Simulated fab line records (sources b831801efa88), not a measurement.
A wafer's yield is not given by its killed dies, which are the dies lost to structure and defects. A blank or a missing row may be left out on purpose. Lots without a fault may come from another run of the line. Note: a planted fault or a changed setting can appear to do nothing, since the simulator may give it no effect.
fab line records :: flow sky130
[record]
  lots = 14
  wafers = 42
  last_day = 49
route steps=708 shown METAL5@665
lots that met no fault: taken from a fault-free run of the same line
start_h: hours from the record's opening day to when the first of the lot's shown wafers began :: wait_h: time in hours since the lot's previous step :: " identical to the entry in the row above :: L1.1+2: several wafers, shown together as one row :: - no value, or no start given :: * or withheld: withheld :: < > ~ a bound
route shown NAME@n: names a module that has steps shown in the file, with the first one's number in the route :: usual: mean/standard deviation taken from wafers without a fault :: same: alike in all rows :: chamber/n: place in a boat :: sites: per-site readings :: _std_site: standard deviation across them :: _edge_site: mean of outer sites minus mean of inner sites :: radius_mm: for every site, how far away it sits from the centre of the wafer :: mask NAME#n: copy n :: behind: the most recent tool/chamber to have shaped the wafer :: hold: the reason the lot was held/the length of the hold in hours/how it ended :: device: transistor that didn't switch, given as n, p or np :: end of line: the tests these same wafers got at the end of their route :: step lacking rows: just its recipe :: killed: not the wafer's yield, but the dies lost to structure and defects at the first sort :: map: the dies of a wafer, with x for killed, . for not killed, _ for no die there
set.NAME: setting as actually run; set.NAME@STEP: the setting as run at that earlier step :: model.NAME: the simulator's own value behind a step, which no gauge read
steps of the route over a sample of lots; a table a step, a row a wafer
services: from which hour (start_h, from the record's first day; less than 0 if before it) a tool's chamber was out of use, for how many hours, and why
[[steps]]
[step SKY_METAL5_SPUTTER_04]
[recipe]
  material = TiN
  target_thk_nm = 70
  power_w = 6500
  time_s = 58.3
  chamber_pressure_pa = 0.4
[usual]
  chamber_pressure_pa = 0.4000/0.00082
  throttle_valve_pct = 29.7/0.78
lot.wafer: L840.4
tool: pvd_sputter-03
chamber: -
start_h: 984.53
wait_h: 0.0
chamber_pressure_pa: 0.3994
throttle_valve_pct: 28.6

lot.wafer: L840.5
tool: pvd_sputter-03
chamber: -
start_h: 984.53
wait_h: 0.0
chamber_pressure_pa: 0.4007
throttle_valve_pct: 30.3

lot.wafer: L840.6
tool: pvd_sputter-03
chamber: -
start_h: 984.53
wait_h: 0.0
chamber_pressure_pa: 0.3997
throttle_valve_pct: 28.3

lot.wafer: L841.3
tool: pvd_sputter-03
chamber: -
start_h: 995.25
wait_h: 0.0
chamber_pressure_pa: 0.3995
throttle_valve_pct: 28.2

lot.wafer: L841.4
tool: pvd_sputter-03
chamber: -
start_h: 995.25
wait_h: 0.0
chamber_pressure_pa: 0.3999
throttle_valve_pct: 29.9

lot.wafer: L841.5
tool: pvd_sputter-03
chamber: -
start_h: 995.25
wait_h: 0.0
chamber_pressure_pa: 0.3996
throttle_valve_pct: 29.9

lot.wafer: L844.2
tool: pvd_sputter-01
chamber: -
start_h: 1017.79
wait_h: 0.0
chamber_pressure_pa: 0.3998
throttle_valve_pct: 29.6

lot.wafer: L844.4
tool: pvd_sputter-01
chamber: -
start_h: 1017.79
wait_h: 0.0
chamber_pressure_pa: 0.3994
throttle_valve_pct: 30.5

lot.wafer: L844.6
tool: pvd_sputter-01
chamber: -
start_h: 1017.79
wait_h: 0.0
chamber_pressure_pa: 0.3998
throttle_valve_pct: 28.7

lot.wafer: L845.1
tool: pvd_sputter-02
chamber: -
start_h: 1021.69
wait_h: 0.0
chamber_pressure_pa: 0.4006
throttle_valve_pct: 29.4

lot.wafer: L845.5
tool: pvd_sputter-02
chamber: -
start_h: 1021.69
wait_h: 0.0
chamber_pressure_pa: 0.4006
throttle_valve_pct: 28.7

lot.wafer: L845.6
tool: pvd_sputter-02
chamber: -
start_h: 1021.69
wait_h: 0.0
chamber_pressure_pa: 0.4003
throttle_valve_pct: 31.0

lot.wafer: L846.1
tool: pvd_sputter-03
chamber: -
start_h: 1034.88
wait_h: 0.0
chamber_pressure_pa: 0.4004
throttle_valve_pct: 28.2

lot.wafer: L846.4
tool: pvd_sputter-03
chamber: -
start_h: 1034.88
wait_h: 0.0
chamber_pressure_pa: 0.4001
throttle_valve_pct: 29.6

lot.wafer: L846.6
tool: pvd_sputter-03
chamber: -
start_h: 1034.88
wait_h: 0.0
chamber_pressure_pa: 0.4012
throttle_valve_pct: 30.1

lot.wafer: L847.4
tool: pvd_sputter-01
chamber: -
start_h: 1038.99
wait_h: 0.0
chamber_pressure_pa: 0.4017
throttle_valve_pct: 30.3

lot.wafer: L847.5
tool: pvd_sputter-01
chamber: -
start_h: 1038.99
wait_h: 0.0
chamber_pressure_pa: 0.4003
throttle_valve_pct: 29.0

lot.wafer: L847.6
tool: pvd_sputter-01
chamber: -
start_h: 1038.99
wait_h: 0.0
chamber_pressure_pa: 0.4003
throttle_valve_pct: 30.1

lot.wafer: L848.3
tool: pvd_sputter-03
chamber: -
start_h: 1051.45
wait_h: 0.0
chamber_pressure_pa: 0.4007
throttle_valve_pct: 29.9

lot.wafer: L848.4
tool: pvd_sputter-03
chamber: -
start_h: 1051.45
wait_h: 0.0
chamber_pressure_pa: 0.3995
throttle_valve_pct: 28.2

lot.wafer: L848.6
tool: pvd_sputter-03
chamber: -
start_h: 1051.45
wait_h: 0.0
chamber_pressure_pa: 0.4004
throttle_valve_pct: 30.0

lot.wafer: L849.2
tool: pvd_sputter-03
chamber: -
start_h: 1075.43
wait_h: 0.0
chamber_pressure_pa: 0.4003
throttle_valve_pct: 29.8

lot.wafer: L849.4
tool: pvd_sputter-03
chamber: -
start_h: 1075.43
wait_h: 0.0
chamber_pressure_pa: 0.4001
throttle_valve_pct: 29.8

lot.wafer: L849.6
tool: pvd_sputter-03
chamber: -
start_h: 1075.43
wait_h: 0.0
chamber_pressure_pa: 0.4000
throttle_valve_pct: 30.6

lot.wafer: L850.3
tool: pvd_sputter-03
chamber: -
start_h: 1076.84
wait_h: 0.0
chamber_pressure_pa: 0.3991
throttle_valve_pct: 30.4

lot.wafer: L850.4
tool: pvd_sputter-03
chamber: -
start_h: 1076.84
wait_h: 0.0
chamber_pressure_pa: 0.4004
throttle_valve_pct: 29.6

lot.wafer: L850.5
tool: pvd_sputter-03
chamber: -
start_h: 1076.84
wait_h: 0.0
chamber_pressure_pa: 0.4005
throttle_valve_pct: 28.4

lot.wafer: L851.1
tool: pvd_sputter-01
chamber: -
start_h: 1077.35
wait_h: 0.0
chamber_pressure_pa: 0.4008
throttle_valve_pct: 29.6

lot.wafer: L851.4
tool: pvd_sputter-01
chamber: -
start_h: 1077.35
wait_h: 0.0
chamber_pressure_pa: 0.3991
throttle_valve_pct: 30.3

lot.wafer: L851.5
tool: pvd_sputter-01
chamber: -
start_h: 1077.35
wait_h: 0.0
chamber_pressure_pa: 0.4003
throttle_valve_pct: 29.2

lot.wafer: L853.4
tool: pvd_sputter-03
chamber: -
start_h: 1082.59
wait_h: 0.0
chamber_pressure_pa: 0.4007
throttle_valve_pct: 29.8

lot.wafer: L853.5
tool: pvd_sputter-03
chamber: -
start_h: 1082.59
wait_h: 0.0
chamber_pressure_pa: 0.4014
throttle_valve_pct: 30.1

lot.wafer: L853.6
tool: pvd_sputter-03
chamber: -
start_h: 1082.59
wait_h: 0.0
chamber_pressure_pa: 0.3994
throttle_valve_pct: 30.4

lot.wafer: L858.2
tool: pvd_sputter-03
chamber: -
start_h: 1114.95
wait_h: 0.0
chamber_pressure_pa: 0.3786
throttle_valve_pct: 30.7

lot.wafer: L858.4
tool: pvd_sputter-03
chamber: -
start_h: 1114.95
wait_h: 0.0
chamber_pressure_pa: 0.4009
throttle_valve_pct: 30.0

lot.wafer: L858.5
tool: pvd_sputter-03
chamber: -
start_h: 1114.95
wait_h: 0.0
chamber_pressure_pa: 0.4013
throttle_valve_pct: 30.4

lot.wafer: L859.3
tool: pvd_sputter-01
chamber: -
start_h: 1116.24
wait_h: 0.0
chamber_pressure_pa: 0.4003
throttle_valve_pct: 29.7

lot.wafer: L859.4
tool: pvd_sputter-01
chamber: -
start_h: 1116.24
wait_h: 0.0
chamber_pressure_pa: 0.4002
throttle_valve_pct: 29.4

lot.wafer: L859.6
tool: pvd_sputter-01
chamber: -
start_h: 1116.24
wait_h: 0.0
chamber_pressure_pa: 0.4000
throttle_valve_pct: 29.5

lot.wafer: L861.1
tool: pvd_sputter-03
chamber: -
start_h: 1131.65
wait_h: 0.0
chamber_pressure_pa: 0.3994
throttle_valve_pct: 30.5

lot.wafer: L861.2
tool: pvd_sputter-03
chamber: -
start_h: 1131.65
wait_h: 0.0
chamber_pressure_pa: 0.3789
throttle_valve_pct: 30.8

lot.wafer: L861.4
tool: pvd_sputter-03
chamber: -
start_h: 1131.65
wait_h: 0.0
chamber_pressure_pa: 0.4002
throttle_valve_pct: 30.3
[[services]]
tool: pvd_sputter-02
chamber: -
start_h: 1026.93
hours: 14.8
kind: repair

tool: pvd_sputter-01
chamber: -
start_h: 1078.96
hours: 7.6
kind: repair

tool: pvd_sputter-01
chamber: -
start_h: 1083.45
hours: 3.5
kind: repair

tool: pvd_sputter-03
chamber: -
start_h: 1104.57
hours: 3.2
kind: repair

tool: pvd_sputter-02
chamber: -
start_h: 1124.26
hours: 5.4
kind: repair

tool: pvd_sputter-01
chamber: -
start_h: 1130.21
hours: 2.6
kind: repair
[[key]]
[first_sign]
  step = SKY_METAL5_SPUTTER_04
  reading = chamber_pressure_pa
  direction = down
  sigmas = 26
  usual = 0.4000
  struck = 0.3787
effect none on later readings
met_at SKY_METAL5_SPUTTER_04
struck_lots L858,L861
struck_wafers L858.2,L861.2
onset_between 1082.59 1114.95
[fault]
  kind = process_parameter_drift
  tool = pvd_sputter-03
  chamber = -
  onset_h = 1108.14
  steps = SKY_METAL5_SPUTTER_04
  channel = chamber_pressure_pa
  offset = -0.021317
  shape = step
  end_h = 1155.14
  acts_in = these_recipes_only
  stated = 0.4
  scope = struck_wafers_only
